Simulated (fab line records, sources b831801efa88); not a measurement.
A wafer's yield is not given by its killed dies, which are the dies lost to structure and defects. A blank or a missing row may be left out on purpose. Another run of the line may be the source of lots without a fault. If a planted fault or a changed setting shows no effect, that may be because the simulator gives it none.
Chamber matching -- flow gf180mcu -- GF_PASSIVATION_ETCH_11 on rie-diel-03: 4 sister chambers
The step etches the open film in CF4/O2, stops on TiN, target depth 1800 nm, time 400 s. 8 wafers are shown with their chamber, then 6 later ones without.

## WAFERS PAIRED WITH THEIR CHAMBERS
wafer,chamber,drypump-motor-current-A (A),throttle-valve-pct (%)
L192.5,1,6.1,5.975
L193.1,2,6.3,5.959
L193.2,1,6.0,5.953
L201.2,0,5.0,5.969
L201.6,2,6.3,5.967
L206.2,3,5.1,5.959
L206.5,0,5.0,5.969
L206.6,3,5.0,5.983

## WAFERS WITH NO CHAMBER GIVEN
wafer,drypump-motor-current-A (A),throttle-valve-pct (%)
L208.1,5.1,5.943
L208.3,5.0,5.966
L208.5,5.0,5.959
L209.1,6.0,5.964
L209.2,5.0,5.960
L209.5,5.0,5.974

## THE CHAMBER EACH PASSED THROUGH
wafer,from the rows above,in truth
L208.1,can't be placed: 3 or 0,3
L208.3,can't be placed: 0 or 3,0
L208.5,can't be placed: 0 or 3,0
L209.1,1,1
L209.2,can't be placed: 0 or 3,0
L209.5,can't be placed: 0 or 3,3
1 of 6 placed correctly. These rows do not allow placing 5 (true chamber among the candidates in 5). 0 placed wrongly.
How it was worked out, from the rows above alone: a wafer's distance from a chamber is the root of the sum, over the readings, of the square of ((its reading less the chamber's mean) divided by the reading's scatter). If the next closest chamber is less than 2 further off than the closest, the wafer can't be placed; otherwise it belongs to the closest. For every chamber, the mean is computed from those of its wafers that are shown. The scatter is the square root of a quotient: the sum, over the shown wafers, of each reading's squared deviation from its chamber's mean, divided by wafers minus chambers.
